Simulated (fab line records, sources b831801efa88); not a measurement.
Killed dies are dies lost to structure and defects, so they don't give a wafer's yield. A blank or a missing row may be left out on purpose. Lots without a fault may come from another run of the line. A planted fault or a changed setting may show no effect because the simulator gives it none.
Which tool did it? | flow sky130 | 10 lots, 29 wafers sampled, at 6 steps of a route of 708

WHAT THE GAUGES READ, wafer by wafer
SKY_CONTACT_THK_MEAS_26: measures by xrf. Usual: CONTACT_W_THK 343 nm, standard deviation 6.6.
lot  | measured     | on            | CONTACT_W_THK (nm) | flag
L353 | day 32 05:38 | film_metro-03 | 347 334 345        |
L351 | day 32 07:12 | film_metro-01 | 339 342 338        |
L356 | day 33 08:11 | film_metro-03 | 347 340 339        |
L358 | day 34 16:42 | film_metro-01 | 330 336 347        |
L360 | day 35 08:32 | film_metro-01 | 335 346 334        |
L362 | day 35 15:10 | film_metro-01 | 345 342 349        |
L363 | day 35 20:14 | film_metro-04 | 346 332 334        |
L366 | day 36 23:19 | film_metro-03 | 341 337 346        |
L367 | day 37 05:42 | film_metro-03 | 340 329 341        |
L368 | day 37 05:54 | film_metro-03 | 348 347            |

SKY_VIA1_RS_MEAS_22: measures by four-point-probe. Usual: VIA1_W_RS 0.426 ohm/sq, standard deviation 0.0043.
lot  | measured     | on            | VIA1_W_RS (ohm/sq) | flag
L353 | day 34 16:12 | film_metro-01 | 0.425 0.432 0.430  |
L351 | day 34 18:02 | film_metro-04 | 0.429 0.429 0.421  |
L356 | day 35 17:07 | film_metro-04 | 0.427 0.427 0.424  |
L358 | day 37 00:49 | film_metro-02 | 0.430 0.427 0.428  |
L360 | day 37 16:05 | film_metro-02 | 0.424 0.428 0.431  |
L362 | day 37 22:24 | film_metro-02 | 0.418 0.427 0.425  |
L363 | day 38 03:58 | film_metro-01 | 0.428 0.427 0.429  |
L366 | day 39 05:09 | film_metro-02 | 0.425 0.423 0.316  | OFF
L367 | day 39 11:32 | film_metro-02 | 0.430 0.313 0.311  | OFF
L368 | day 39 12:29 | film_metro-02 | 0.427 0.310        | OFF

SKY_VIA1_THK_MEAS_23: measures by xrf. Usual: VIA1_W_THK 273.8 nm, standard deviation 3.
lot  | measured     | on            | VIA1_W_THK (nm)   | flag
L353 | day 34 16:18 | film_metro-01 | 277.3 273.0 274.6 |
L351 | day 34 18:08 | film_metro-04 | 274.3 273.6 281.1 |
L356 | day 35 17:14 | film_metro-04 | 275.7 274.7 276.7 |
L358 | day 37 00:56 | film_metro-02 | 270.7 272.6 273.4 |
L360 | day 37 16:12 | film_metro-02 | 272.5 272.2 269.8 |
L362 | day 37 22:31 | film_metro-02 | 277.1 273.3 274.8 |
L363 | day 38 04:05 | film_metro-01 | 273.9 273.6 270.6 |
L366 | day 39 05:15 | film_metro-02 | 274.1 275.4 368.0 | OFF
L367 | day 39 11:38 | film_metro-02 | 269.8 373.3 373.9 | OFF
L368 | day 39 12:35 | film_metro-02 | 272.8 374.3       | OFF

WHICH TOOL RAN EACH LOT (tool, then ch and the chambers of the sampled wafers, then the start)
lot  | SKY_SD_N_STRIP_11                    | SKY_LI_CONTACT_STRIP_16              | SKY_VIA1_CVD_21
L353 | plasma_asher-01 ch 0,1, day 28 11:27 | plasma_asher-03 ch 0,1, day 29 17:23 | cvd_w-01 ch 0,1, day 34 16:06
L351 | plasma_asher-03 ch 0,1, day 28 12:48 | plasma_asher-03 ch 0,1, day 29 18:58 | cvd_w-02 ch 0,1, day 34 17:55
L356 | plasma_asher-01 ch 0,1, day 29 15:00 | plasma_asher-04 ch 0,1, day 30 20:38 | cvd_w-02 ch 0,1, day 35 17:02
L358 | plasma_asher-04 ch 0,1, day 31 00:44 | plasma_asher-02 ch 0, day 32 05:43   | cvd_w-01 ch 0,1, day 37 00:44
L360 | plasma_asher-04 ch 0,1, day 31 18:08 | plasma_asher-03 ch 0,1, day 32 23:36 | cvd_w-02 ch 0,1, day 37 15:59
L362 | plasma_asher-04 ch 0,1, day 32 00:43 | plasma_asher-03 ch 0, day 33 05:30   | cvd_w-02 ch 0, day 37 22:19
L363 | plasma_asher-04 ch 0,1, day 32 04:20 | plasma_asher-02 ch 0,1, day 33 10:19 | cvd_w-01 ch 0,1, day 38 03:53
L366 | plasma_asher-01 ch 0,1, day 33 09:59 | plasma_asher-04 ch 0,1, day 34 14:47 | cvd_w-02 ch 0,1, day 39 05:03
L367 | plasma_asher-03 ch 1, day 33 16:41   | plasma_asher-04 ch 0, day 34 21:05   | cvd_w-02 ch 0, day 39 11:25
L368 | plasma_asher-01 ch 0, day 33 16:52   | plasma_asher-02 ch 0, day 34 21:16   | cvd_w-02 ch 0,1, day 39 12:22
- SKY_SD_N_STRIP_11: strips in O2/N2.
- SKY_LI_CONTACT_STRIP_16: strips in O2/N2.
- SKY_VIA1_CVD_21: deposits W, target thk 270 nm, time 80.902 s.

WHAT THE TOOLS THEMSELVES READ (means of the sampled wafers that have a number; where no wafer has one, the mark that the record gives instead)
SKY_SD_N_STRIP_11. Usual: chamber_pressure_mTorr 1499.9 mTorr, standard deviation 1.4; drypump_motor_current_A 5.9 A, standard deviation 0.43; oes_product_au 0.527 a.u., standard deviation 0.0043; strip_time_to_endpoint_s 22.53 s, standard deviation 0.037.
lot  | tool            | chamber_pressure_mTorr (mTorr) | drypump_motor_current_A (A) | oes_product_au (a.u.) | strip_time_to_endpoint_s (s) | flag
L353 | plasma_asher-01 | 1499.2                         | 5.8                         | 0.527                 | 22.51                        |
L351 | plasma_asher-03 | 1500.0                         | 5.9                         | 0.526                 | 22.49                        |
L356 | plasma_asher-01 | 1498.3                         | 5.8                         | 0.529                 | 22.56                        |
L358 | plasma_asher-04 | 1500.9                         | 6.2                         | 0.526                 | 22.57                        |
L360 | plasma_asher-04 | 1499.6                         | 6.2                         | 0.530                 | 22.56                        |
L362 | plasma_asher-04 | 1498.0                         | 6.2                         | 0.526                 | 22.51                        |
L363 | plasma_asher-04 | 1499.9                         | 5.8                         | 0.524                 | 22.58                        |
L366 | plasma_asher-01 | 1500.8                         | 5.8                         | 0.528                 | 22.58                        |
L367 | plasma_asher-03 | 1500.0                         | 5.6                         | 0.527                 | 22.51                        |
L368 | plasma_asher-01 | 1499.0                         | 5.7                         | 0.528                 | 22.56                        |

SKY_LI_CONTACT_STRIP_16. Usual: chamber_pressure_mTorr 1500.0 mTorr, standard deviation 1.2; drypump_motor_current_A 5.7 A, standard deviation 0.46; oes_product_au 0.375 a.u., standard deviation 0.0053; strip_time_to_endpoint_s 3.47 s, standard deviation 0.054.
lot  | tool            | chamber_pressure_mTorr (mTorr) | drypump_motor_current_A (A) | oes_product_au (a.u.) | strip_time_to_endpoint_s (s) | flag
L353 | plasma_asher-03 | 1500.2                         | 5.9                         | 0.375                 | 3.52                         |
L351 | plasma_asher-03 | 1499.6                         | 5.9                         | 0.374                 | 3.47                         |
L356 | plasma_asher-04 | 1499.7                         | 6.2                         | 0.371                 | 3.48                         |
L358 | plasma_asher-02 | 1500.7                         | 5.4                         | 0.373                 | 3.42                         |
L360 | plasma_asher-03 | 1499.5                         | 5.9                         | 0.373                 | 3.43                         |
L362 | plasma_asher-03 | 1500.7                         | 6.0                         | 0.376                 | 3.53                         |
L363 | plasma_asher-02 | 1500.1                         | 5.4                         | 0.376                 | 3.52                         |
L366 | plasma_asher-04 | 1499.7                         | 6.2                         | 0.375                 | 3.40                         |
L367 | plasma_asher-04 | 1500.3                         | 6.6                         | 0.372                 | 3.41                         |
L368 | plasma_asher-02 | 1500.7                         | 5.4                         | 0.379                 | 3.49                         |

SKY_VIA1_CVD_21. Usual: heater_power_w 931 W, standard deviation 42.
lot  | tool     | heater_power_w (W) | flag
L353 | cvd_w-01 | 914                |
L351 | cvd_w-02 | 953                |
L356 | cvd_w-02 | 955                |
L358 | cvd_w-01 | 909                |
L360 | cvd_w-02 | 956                |
L362 | cvd_w-02 | 964                |
L363 | cvd_w-01 | 914                |
L366 | cvd_w-02 | 969                |
L367 | cvd_w-02 | 986                |
L368 | cvd_w-02 | 970                |

THE ANSWER, worked out from the rows above alone
Rule: a lot is off if the mean of its wafers that have a number lies more than 3 standard deviations from the usual mean. A lot without any number at a reading at which 4 lots or more have one is off too. The other lots that the step has rows for count as sound. The gauges are gone through in route order, then the tools' own readings, and for those a lot's mean is taken as printed above. The first step at which some lot is off is used, and at that step the reading that is off furthest; a lot without a number counts as furthest.
Off: L366, L367, L368, at SKY_VIA1_RS_MEAS_22 (VIA1_W_RS).
A tool fits if, at a process step before that reading, it ran every lot that is off, and no sound lot after the first of them. The gauges at SKY_VIA1_RS_MEAS_22 are tried like those tools. Can't be told from this: 2 tools fit, cvd_w-02 at SKY_VIA1_CVD_21, film_metro-02 at SKY_VIA1_RS_MEAS_22.

WHAT THE SIMULATOR HAD PUT IN
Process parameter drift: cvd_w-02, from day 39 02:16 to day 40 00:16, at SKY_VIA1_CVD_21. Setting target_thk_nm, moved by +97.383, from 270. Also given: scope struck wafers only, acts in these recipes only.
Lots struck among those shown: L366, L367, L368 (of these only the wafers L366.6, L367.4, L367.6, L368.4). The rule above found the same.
